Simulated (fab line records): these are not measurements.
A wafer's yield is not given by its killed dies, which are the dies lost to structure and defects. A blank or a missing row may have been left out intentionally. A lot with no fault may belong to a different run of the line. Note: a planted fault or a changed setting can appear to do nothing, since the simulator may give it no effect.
Which tool did it? | flow gf180mcu | 6 lots, 18 wafers sampled, at 2 steps of a route of 602

## WHAT THE GAUGES SHOWED, per wafer
GF_V3_RS_MEAS_24: the measuring method here is four-point-probe.
lot  | measured     | on           | V3_W_RS (ohm/sq)
L184 | day 23 08:32 | filmMetro-01 | 0.332 0.333 0.328
L186 | day 24 00:58 | filmMetro-04 | 0.323 0.327 0.330
L188 | day 24 20:40 | filmMetro-04 | 0.332 0.330 0.331
L194 | day 26 23:05 | filmMetro-02 | 0.328 0.326 0.330
L201 | day 29 05:19 | filmMetro-01 | 0.324 0.323 0.324
L203 | day 29 13:37 | filmMetro-02 | 0.332 0.327 0.336

## TOOL THAT RAN EACH LOT (tool first, then ch and the chambers of the sampled wafers, then the start)
lot  | GF_V3_ETCH_17
L184 | rieDiel-04 ch 0,1,2, day 23 08:32 or earlier
L186 | rieDiel-03 ch 2,3, day 24 00:58 or earlier
L188 | rieDiel-03 ch 1,3, day 24 20:40 or earlier
L194 | rieDiel-03 ch 0,1,3, day 26 23:05 or earlier
L201 | rieDiel-03 ch 1,2, day 29 05:19 or earlier
L203 | rieDiel-03 ch 0,3, day 29 13:37 or earlier
- GF_V3_ETCH_17: etches SiO2 in C4F8/O2/Ar, stops on TiN, target depth 635 nm.

## THE ANSWER, worked out from the rows above alone
Rule: usual is defined by the lots themselves. The widest of any qualifying gaps counts: lots, ordered by their means at a reading, are off when they make up no more than a third of the lots, leave a main group of 4 or more, and stand apart from it by 3 or more times the standard deviation of that group's means. The tables above print the reading to a certain number of digits; a main group whose means all agree to those digits is not used. A lot without any number at a reading at which 4 lots or more have one is off too. Any other lot the step has rows for is counted as sound.
Across all readings shown, no lot is off: no conclusion can be drawn from this.

## WHAT THE SIMULATOR PUT IN
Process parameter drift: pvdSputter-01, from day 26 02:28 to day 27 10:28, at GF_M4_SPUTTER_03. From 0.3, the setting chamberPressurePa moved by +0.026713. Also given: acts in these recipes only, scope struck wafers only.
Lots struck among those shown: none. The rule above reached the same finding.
